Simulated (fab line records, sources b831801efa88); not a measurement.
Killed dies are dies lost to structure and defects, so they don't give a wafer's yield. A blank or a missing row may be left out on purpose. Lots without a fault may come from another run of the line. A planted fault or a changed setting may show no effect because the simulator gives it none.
fab line records | flow sky130
record lots=6 wafers=18 last_day=50
route steps=708 shown LDD_HVN@272 LDD_HVP@278 PAD_OPEN@708
lots that met no fault: from a run of the same line without faults
start_h: hours from the record's first day to the start of the lot's first wafer shown | wait_h: hours since the lot's step before | " the same as in the row above | L1.1+2: a row that stands for several wafers | - no value, or no start given | * or withheld: withheld | < > ~ a bound
route shown NAME@n: a module of which the file shows steps, and the number in the route of the first | usual: mean/standard deviation of fault-free wafers | same: alike in all rows | chamber/n: place in a boat | sites: the reading at each site | _std_site: their standard deviation | _edge_site: outer sites' mean less inner sites' | radius_mm: how far each site lies from the wafer's centre | mask NAME#n: copy n | behind: the tool/chamber that last shaped the wafer | hold: why the lot was held/for how many hours/how that ended | device: the transistor (n, p or np) that didn't switch | end of line: the same wafers' tests at the end of the route | a step without rows: its recipe alone | killed: dies lost to structure and defects at the first sort, not the wafer's yield | map: a wafer's dies, x killed, . not, _ none there
set.NAME: the setting as run; set.NAME@STEP: as run at that earlier step | model.NAME: the simulator's own value behind a step, which no gauge read
lots at some steps of the route; a table a step, a row a wafer
services: from which hour (start_h, from the record's first day; less than 0 if before it) a tool's chamber was out of use, for how many hours, and why
## steps
# step SKY_LDD_HVN_PEB_05
# recipe temp_c=withheld time_s=* resist=NOVOLAK
# step SKY_LDD_HVN_DEVELOP_06
# recipe resist=NOVOLAK developer=TMAH develop_time_s=60 dev_temp_c=23
# step SKY_LDD_HVN_OVL_MEAS_07
# usual LDD_HVN_OVL=1.0/1.3
# columns lot.wafer tool chamber start_h wait_h LDD_HVN_OVL[nm]
L638.4 overlay-01 - 467.62 0.1 -1.0
L638.5 " - " " -1.8
L638.6 " - " " -0.9
L640.3 overlay-01 - 486.66 0.1 1.9
L640.4 " - " " 1.6
L640.6 " - " " 1.8
L648.1 overlay-02 - 583.80 0.1 0.2
L648.4 " - " " -0.3
L648.5 " - " " -1.6
L647.1 overlay-01 - 584.70 0.1 -0.4
L647.2 " - " " 1.5
L647.3 " - " " 0.6
L658.4 overlay-02 - 649.22 0.1 2.7
L658.5 " - " " 2.2
L658.6 " - " " 2.8
L660.1 overlay-01 - 659.75 0.1 -0.2
L660.3 " - " " -0.9
L660.4 " - " " -0.5
# step SKY_LDD_HVN_IMPLANT_08
# recipe species=P energy_kev=60 dose_cm2=3e+13 tilt_deg=40
# step SKY_LDD_HVN_STRIP_09
# recipe chemistry=O2/N2 power_w=1400 pressure_mtorr=1500 platen_temp_c=withheld o2_flow_sccm=3000 n2_flow_sccm=300 overash_fraction=0.5
# usual drypump_motor_current_A=6.2/0.34 oes_product_au=0.408/0.0044 strip_time_to_endpoint_s=4.138/0.013
# columns lot.wafer tool chamber start_h wait_h drypump_motor_current_A oes_product_au rf_hours_counter_h strip_time_to_endpoint_s
L638.4 plasma_asher-02 1 467.82 0.1 6.1 0.408 - 4.140
L638.5 " 0 " " 6.4 0.406 - 4.150
L638.6 " 1 " " 6.0 0.404 - 4.140
L640.3 plasma_asher-03 1 486.87 0.1 6.0 0.415 - 4.106
L640.4 " 0 " " 6.1 0.406 - 4.131
L640.6 " 1 " " 6.0 0.407 - 4.111
L648.1 plasma_asher-03 0 583.99 0.1 6.1 0.407 91 4.138
L648.4 " 0 " " 6.1 0.411 - 4.135
L648.5 " 1 " " 6.0 0.412 - 4.125
L647.1 plasma_asher-02 1 584.89 0.1 6.0 0.410 74 4.145
L647.2 " 0 " " 6.3 0.408 74 4.140
L647.3 " 1 " " 6.0 0.408 - 4.163
L658.4 plasma_asher-04 1 649.42 0.1 5.8 0.412 - 4.125
L658.5 " 0 " " 6.8 0.407 - 4.139
L658.6 " 1 " " 5.8 0.409 - 4.145
L660.1 plasma_asher-02 0 659.94 0.1 6.3 0.411 82 4.156
L660.3 " 0 " " 6.3 0.403 - 4.149
L660.4 " 1 " " 6.0 0.404 - 4.141
# step SKY_LDD_HVN_TW_MEAS_10
# usual LDD_HVN_TW=1440/7.8
# columns lot.wafer tool chamber start_h wait_h LDD_HVN_TW
L638.4 film_metro-01 - 467.92 0.1 1443
L638.5 " - " " 1429
L638.6 " - " " 1437
L640.3 film_metro-04 - 486.96 0.1 1438
L640.4 " - " " 1440
L640.6 " - " " 1447
L648.1 film_metro-03 - 584.09 0.1 1413
L648.4 " - " " 1421
L648.5 " - " " 1423
L647.1 film_metro-01 - 584.99 0.1 1429
L647.2 " - " " 1431
L647.3 " - " " 1440
L658.4 film_metro-04 - 649.51 0.1 1440
L658.5 " - " " 1442
L658.6 " - " " 1440
L660.1 film_metro-01 - 660.04 0.1 1447
L660.3 " - " " 1445
L660.4 " - " " 1437
# step SKY_LDD_HVP_DEHYDRATE_00
# recipe temp_c=200 time_s=60
# step SKY_LDD_HVP_HMDS_01
# recipe prime_time_s=60 prime_temp_c=120
# step SKY_LDD_HVP_COAT_02
# recipe resist=NOVOLAK spin_rpm=3000 resist_thk_nm=300
# step SKY_LDD_HVP_SOFTBAKE_03
# recipe temp_c=90 time_s=60 resist=NOVOLAK
# step SKY_LDD_HVP_EXPOSE_04
# recipe mask_id=HVPTM na=0.6 source_shape=conventional sigma_outer=0.6 polarization=unpolarized target_cd_nm=700 dose_mj=86
# step SKY_LDD_HVP_PEB_05
# recipe temp_c=withheld time_s=* resist=NOVOLAK
# step SKY_LDD_HVP_DEVELOP_06
# recipe resist=NOVOLAK developer=TMAH develop_time_s=60 dev_temp_c=23
# usual developer_temp_C=22.95/0.089
# columns lot.wafer tool chamber start_h wait_h developer_temp_C
L638.4 litho_track-01 0 499.07 0.1 22.83
L638.5 " 0 " " 23.16
L638.6 " 0 " " 22.99
L640.3 litho_track-03 0 517.21 0.1 22.79
L640.4 " 0 " " 22.93
L640.6 " 0 " " 22.83
L648.1 litho_track-03 0 612.91 0.1 23.92
L648.4 " 0 " " 23.94
L648.5 " 0 " " 23.76
L647.1 litho_track-03 0 614.01 0.1 23.90
L647.2 " 0 " " 23.91
L647.3 " 0 " " 23.83
L658.4 litho_track-03 0 677.68 0.1 23.04
L658.5 " 0 " " 22.83
L658.6 " 0 " " 22.86
L660.1 litho_track-01 0 688.65 0.1 22.95
L660.3 " 0 " " 22.84
L660.4 " 0 " " 22.87
# step SKY_LDD_HVP_OVL_MEAS_07
# usual LDD_HVP_OVL=1.0/1.4
# columns lot.wafer tool chamber start_h wait_h LDD_HVP_OVL[nm]
L638.4 overlay-01 - 499.17 0.1 0.4
L638.5 " - " " 0.5
L638.6 " - " " -0.7
L640.3 overlay-02 - 517.32 0.1 1.9
L640.4 " - " " 1.0
L640.6 " - " " 3.9
L648.1 overlay-01 - 613.06 0.1 1.3
L648.4 " - " " 0.0
L648.5 " - " " -0.4
L647.1 overlay-02 - 614.16 0.1 1.8
L647.2 " - " " 0.9
L647.3 " - " " 1.0
L658.4 overlay-01 - 677.78 0.1 1.1
L658.5 " - " " 1.1
L658.6 " - " " 1.4
L660.1 overlay-02 - 688.80 0.1 3.4
L660.3 " - " " 1.3
L660.4 " - " " 2.8
# step SKY_PAD_OPEN_PROBE_99
# usual killed_at_M0_to_M3=43/6.7 killed_at_M4_up=3.2/1.8 killed_at_contacts=25/5.2 killed_at_front_end=15/4.4 killed_at_other=0.2/0.4 killed_dies=87/9.3 killed_open=48/7.1 killed_short=39/6
# same gross_dies=492 killed_at_back_side=0
# columns lot.wafer tool chamber start_h wait_h killed_at_M0_to_M3 killed_at_M4_up killed_at_contacts killed_at_front_end killed_at_other killed_dies killed_open killed_short
L638.4 prober-02 - 1080.96 0.2 49 1 23 15 0 88 46 42
L638.5 prober-02 - 1081.01 0.2 46 4 22 19 1 92 53 39
L638.6 prober-02 - 1081.06 0.2 35 2 28 16 1 82 48 34
L640.3 prober-02 - 1086.92 0.2 53 4 28 16 0 101 56 45
L640.4 prober-02 - 1086.97 0.2 33 4 27 10 0 74 36 38
L640.6 prober-02 - 1087.07 0.2 34 4 21 23 0 82 38 44
L648.1 prober-01 - 1152.42 0.1 45 2 22 11 1 81 45 36
L648.4 prober-01 - 1152.57 0.2 42 2 24 18 1 87 47 40
L648.5 prober-01 - 1152.62 0.2 41 3 24 11 0 79 46 33
L660.1 prober-02 - 1201.42 0.1 40 5 27 11 0 83 48 35
L660.3 prober-02 - 1201.52 0.2 52 2 21 7 1 83 49 34
L660.4 prober-02 - 1201.57 0.2 37 2 25 11 0 75 36 39
# killed by level:class
L638.4 VIA1:geometric_particle:open=11 VIA1:geometric_particle:short=8 CONTACT:geometric_particle:open=7 VIA3:geometric_particle:open=7 POLY_GATE:geometric_particle:short=6 LI_CONTACT:geometric_particle:open=6 SPACER:geometric_particle:short=5 CONTACT:geometric_particle:short=5
L638.5 VIA1:geometric_particle:open=12 CONTACT:geometric_particle:open=10 VIA3:geometric_particle:open=8 METAL2:geometric_particle:short=6 LI_CONTACT:geometric_particle:open=6 VIA2:geometric_particle:open=6 FIELD_ISO:geometric_particle:short=5 METAL3:geometric_particle:short=5
L638.6 CONTACT:geometric_particle:open=15 LI_CONTACT:geometric_particle:open=9 VIA1:geometric_particle:open=7 FIELD_ISO:geometric_particle:short=6 VIA2:geometric_particle:open=5 VIA3:geometric_particle:open=5 METAL1:geometric_particle:short=4 POLY_GATE:geometric_particle:short=3
L640.3 VIA2:geometric_particle:open=12 VIA1:geometric_particle:open=9 LI_CONTACT:geometric_particle:open=8 CONTACT:geometric_particle:open=8 VIA1:geometric_particle:short=8 METAL3:geometric_particle:short=7 POLY_GATE:geometric_particle:open=6 CONTACT:geometric_particle:short=6
L640.4 CONTACT:geometric_particle:open=15 METAL1:geometric_particle:short=9 METAL2:geometric_particle:short=6 VIA3:geometric_particle:open=5 CONTACT:geometric_particle:short=4 LI_CONTACT:geometric_particle:open=4 METAL4:geometric_particle:short=4 POLY_GATE:geometric_particle:open=3
L640.6 VIA1:geometric_particle:open=11 POLY_GATE:geometric_particle:short=8 POLY_GATE:geometric_particle:open=7 CONTACT:geometric_particle:short=5 CONTACT:geometric_particle:open=5 METAL1:geometric_particle:short=5 LOCAL_INTERCONNECT:geometric_particle:short=4 METAL4:geometric_particle:short=4
L648.1 LI_CONTACT:geometric_particle:open=8 CONTACT:geometric_particle:open=7 VIA1:geometric_particle:open=7 VIA2:geometric_particle:open=7 VIA3:geometric_particle:open=6 FIELD_ISO:geometric_particle:short=5 METAL1:geometric_particle:short=5 VIA1:geometric_particle:short=5
L648.4 CONTACT:geometric_particle:open=10 VIA3:geometric_particle:open=9 VIA1:geometric_particle:open=9 LOCAL_INTERCONNECT:geometric_particle:short=5 METAL1:geometric_particle:short=5 FIELD_ISO:geometric_particle:short=4 FIELD_ISO:geometric_particle:open=4 LI_CONTACT:geometric_particle:open=4
L648.5 LI_CONTACT:geometric_particle:open=9 VIA2:geometric_particle:open=8 CONTACT:geometric_particle:open=7 VIA3:geometric_particle:open=5 VIA1:geometric_particle:short=5 VIA3:geometric_particle:short=5 POLY_GATE:geometric_particle:open=4 CONTACT:geometric_particle:short=4
L660.1 CONTACT:geometric_particle:open=10 VIA3:geometric_particle:open=7 METAL2:geometric_particle:short=7 LI_CONTACT:geometric_particle:open=6 VIA1:geometric_particle:short=6 CONTACT:geometric_particle:short=5 VIA2:geometric_particle:open=5 FIELD_ISO:geometric_particle:open=4
L660.3 VIA2:geometric_particle:open=11 VIA1:geometric_particle:open=9 LI_CONTACT:geometric_particle:open=8 CONTACT:geometric_particle:open=7 METAL2:geometric_particle:short=6 VIA3:geometric_particle:open=6 VIA1:geometric_particle:short=5 METAL1:geometric_particle:short=4
L660.4 LI_CONTACT:geometric_particle:open=9 METAL2:geometric_particle:short=7 CONTACT:geometric_particle:open=6 VIA1:geometric_particle:open=5 LOCAL_INTERCONNECT:geometric_particle:short=5 METAL1:geometric_particle:short=4 VIA3:geometric_particle:open=4 METAL3:geometric_particle:short=4
## services
# columns tool chamber start_h hours kind
plasma_asher-02 - 503.19 5.4 repair
plasma_asher-03 - 600.70 3.1 repair
plasma_asher-03 - 645.60 4.1 pm
plasma_asher-02 - 648.25 0.5 repair
plasma_asher-04 - 665.30 2.0 repair
## key
first_sign step=SKY_LDD_HVP_DEVELOP_06 reading=developer_temp_C direction=up sigmas=10 usual=* struck=*
effect none on later readings
met_at SKY_LDD_HVP_DEVELOP_06
struck_wafers L647.1,L647.2,L647.3,L648.1,L648.4,L648.5
tester_left_out L647,L648
onset_between 517.21 612.91
fault kind=process_parameter_drift tool=litho_track-03 chamber=- onset_h=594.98 steps=SKY_LDD_HVP_DEVELOP_06 channel=dev_temp_c offset=* shape=step end_h=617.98 acts_in=* stated=*
# tester_left_out: of these lots the tester's yield and bins aren't shown, on N5 and GAA mostly nor the transistor test; their killed dies are dies lost to structure and defects alone, not to doping, threshold or leakage, so they don't give the yield
